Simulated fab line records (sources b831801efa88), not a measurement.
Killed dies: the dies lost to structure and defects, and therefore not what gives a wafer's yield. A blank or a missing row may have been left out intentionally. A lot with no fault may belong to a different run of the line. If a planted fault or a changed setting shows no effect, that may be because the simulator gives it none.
The tool behind it: which one? -- flow gf180mcu -- 13 lots with 39 wafers sampled at 5 steps, on a route of 602 steps

## WHAT THE GAUGES SHOWED, per wafer
GF_POLY_GATE_OVL_MEAS_11.
lot,measured,on,POLY_GATE_OVL (nm)
L262,day 9 09:29,overlay-01,3 6 9
L263,day 9 15:01,overlay-02,1 0 10
L264,day 9 23:01,overlay-01,3 4 4
L266,day 10 12:46,overlay-01,3 2 4
L267,day 10 17:22,overlay-02,2 0 -2
L269,day 11 08:29,overlay-01,14 10 16
L270,day 11 14:34,overlay-01,-4 6 1
L271,day 11 19:21,overlay-02,10 10 11
L273,day 12 10:14,overlay-01,3 7 4
L279,day 14 09:26,overlay-01,6 7 3
L280,day 14 14:25,overlay-02,4 10 2
L281,day 14 22:23,overlay-02,-2 -1 1
L285,day 16 07:14,overlay-01,5 0 2

GF_NSD_TW_MEAS_12.
lot,measured,on,NSD_TW
L262,day 13 15:40,film-metro-01,4267 4259 4267
L263,day 13 22:51,film-metro-04,4181 4174 4161
L264,day 14 06:43,film-metro-04,4195 4162 4204
L266,day 14 22:29,film-metro-02,4327 4331 4318
L267,day 15 03:40,film-metro-04,4176 4193 4184
L269,day 15 20:44,film-metro-04,4170 4171 4174
L270,day 16 03:27,film-metro-02,4305 4326 4315
L271,day 16 09:05,film-metro-01,4207 4216 4260
L273,day 17 01:26,film-metro-04,4160 4188 4152
L279,day 19 08:31,film-metro-04,4208 4211 4201
L280,day 19 14:34,film-metro-01,4249 4232 4213
L281,day 19 23:52,film-metro-01,4238 4221 4242
L285,day 21 13:13,film-metro-02,4297 4308 4284

GF_SAB_THK_MEAS_01.
lot,measured,on,SAB_CVD_00_THK (nm)
L262,day 14 12:59,film-metro-01,49.0 49.7 50.3
L263,day 14 20:35,film-metro-01,48.8 49.0 50.0
L264,day 15 04:27,film-metro-01,48.7 49.3 49.3
L266,day 15 20:47,film-metro-02,48.8 49.9 49.8
L267,day 16 02:45,film-metro-01,49.2 49.7 49.8
L269,day 16 19:49,film-metro-02,49.6 48.7 49.7
L270,day 17 02:58,film-metro-03,49.7 50.2 50.5
L271,day 17 08:29,film-metro-03,50.7 49.8 49.5
L273,day 18 01:22,film-metro-02,50.2 49.7 50.5
L279,day 20 09:17,film-metro-03,49.5 49.8 49.7
L280,day 20 15:49,film-metro-03,50.0 49.3 50.5
L281,day 21 01:11,film-metro-01,49.4 50.1 49.8
L285,day 22 13:34,film-metro-03,48.7 50.1 50.3

## WHICH TOOL RAN EACH LOT (tool, then ch and the chambers of the sampled wafers, then the start)
lot,GF_STI_ETCH_13,GF_STI_STRIP_15
L262,"rie-diel-02 ch 0,2, day 2 03:31","plasma-asher-01 ch 0,1, day 2 03:40"
L263,"rie-diel-02 ch 0,2,3, day 2 07:23","plasma-asher-02 ch 0,1, day 2 07:32"
L264,"rie-diel-02 ch 0,1,3, day 2 11:44","plasma-asher-02 ch 0,1, day 2 11:53"
L266,"rie-diel-01 ch 0,3, day 2 22:06","plasma-asher-02 ch 0,1, day 2 22:17"
L267,"rie-diel-01 ch 0,1,2, day 3 04:05","plasma-asher-02 ch 0,1, day 3 04:14"
L269,"rie-diel-02 ch 1,3, day 3 14:38","plasma-asher-02 ch 0,1, day 3 14:47"
L270,"rie-diel-01 ch 1,3, day 3 19:06","plasma-asher-01 ch 0,1, day 3 19:16"
L271,"rie-diel-04 ch 1,2,3, day 3 23:47","plasma-asher-04 ch 0,1, day 3 23:58"
L273,"rie-diel-02 ch 1,2,3, day 4 10:10","plasma-asher-01 ch 0,1, day 4 10:19"
L279,"rie-diel-01 ch 0,1,2, day 5 16:16","plasma-asher-01 ch 0,1, day 5 16:27"
L280,"rie-diel-01 ch 0,2,3, day 5 22:44","plasma-asher-01 ch 0,1, day 5 22:54"
L281,"rie-diel-04 ch 0,1,3, day 6 03:13","plasma-asher-04 ch 0,1, day 6 03:22"
L285,"rie-diel-04 ch 1,3, day 6 23:33","plasma-asher-02 ch 0,1, day 6 23:43"
- GF_STI_ETCH_13: etches the open film in CHF3/O2, stops on Si, target depth 282.31 nm, time 112.9 s.
- GF_STI_STRIP_15: strips in O2/N2.

## AS READ BY THE TOOLS THEMSELVES (means over the sampled wafers that have a number; for cases with no such wafer, the mark the record gives instead)
GF_STI_ETCH_13.
lot,tool,O2_flow_sccm (sccm),drypump-motor-current-A (A),oes-product-au (a.u.),throttle-valve-pct (%)
L262,rie-diel-02,4.988,5.1,0.834,8.818
L263,rie-diel-02,4.992,5.2,0.830,8.812
L264,rie-diel-02,5.007,5.2,0.829,8.811
L266,rie-diel-01,5.003,5.3,0.843,8.822
L267,rie-diel-01,4.987,5.6,0.836,8.825
L269,rie-diel-02,4.995,5.3,0.822,8.806
L270,rie-diel-01,5.001,5.5,0.833,8.815
L271,rie-diel-04,5.011,5.6,0.832,8.822
L273,rie-diel-02,4.992,5.3,0.827,8.815
L279,rie-diel-01,5.005,5.6,0.799,8.798
L280,rie-diel-01,5.004,5.5,0.794,8.808
L281,rie-diel-04,4.997,5.4,0.836,8.807
L285,rie-diel-04,4.983,5.7,0.834,8.810

GF_STI_STRIP_15.
lot,tool,drypump-motor-current-A (A),heater-power-w (W),o2-flow-sccm (sccm),oes-product-au (a.u.),strip-time-to-endpoint-s (s)
L262,plasma-asher-01,6.3,352,2996,0.388,3.77
L263,plasma-asher-02,5.6,341,2998,0.383,3.72
L264,plasma-asher-02,5.6,367,2995,0.388,3.75
L266,plasma-asher-02,5.6,369,2988,0.388,3.78
L267,plasma-asher-02,5.6,343,3013,0.389,3.71
L269,plasma-asher-02,5.6,344,2998,0.383,3.77
L270,plasma-asher-01,6.3,347,3002,0.385,3.69
L271,plasma-asher-04,5.4,303,3005,0.382,3.75
L273,plasma-asher-01,6.3,353,2996,0.380,3.72
L279,plasma-asher-01,6.3,353,2999,0.372,3.36
L280,plasma-asher-01,6.3,349,2994,0.367,3.42
L281,plasma-asher-04,5.4,308,3002,0.382,3.73
L285,plasma-asher-02,5.6,360,2997,0.384,3.74

## THE ANSWER, worked out from the rows above alone
Rule: the lots themselves supply what counts as usual. The widest of any qualifying gaps counts: lots, ordered by their means at a reading, are off when they make up no more than a third of the lots, leave a main group of 4 or more, and stand apart from it by 3 or more times the standard deviation of that group's means. If all means in a main group match to the digits the tables above print for the reading, that group is not used. Also off: a lot with no number at a reading for which 4 or more lots have one. Any other lot the step has rows for is counted as sound. Order of review: gauges by route order, followed by the tools' own readings, for which a lot's mean as printed above is used. The first step at which some lot is off is used, and at that step the reading that is off furthest; a lot without a number counts as furthest.
Off at GF_STI_ETCH_13 (oes-product-au): L279, L280. Main group: mean 0.832 a.u., sd 0.0052.
If a tool, at that step or one of the process steps before it, ran each lot that is off and ran no sound lot following the first of them, it fits. One fits: GF_STI_ETCH_13 on rie-diel-01. Its last sound lot is L270 (day 3 19:06), its first lot that is off L279 (day 5 16:16): a fault that began between those two fits.
On the lots that are off, the tool's own readings at GF_STI_ETCH_13 differ by more than 5 times the standard deviation of the sound lots' means, which bears it out; oes-product-au reads 0.796 a.u. there versus 0.832 a.u. on the sound lots.

## WHAT THE SIMULATOR PUT IN
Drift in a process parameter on rie-diel-01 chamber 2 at GF_STI_ETCH_13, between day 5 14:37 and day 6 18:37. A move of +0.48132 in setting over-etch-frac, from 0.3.
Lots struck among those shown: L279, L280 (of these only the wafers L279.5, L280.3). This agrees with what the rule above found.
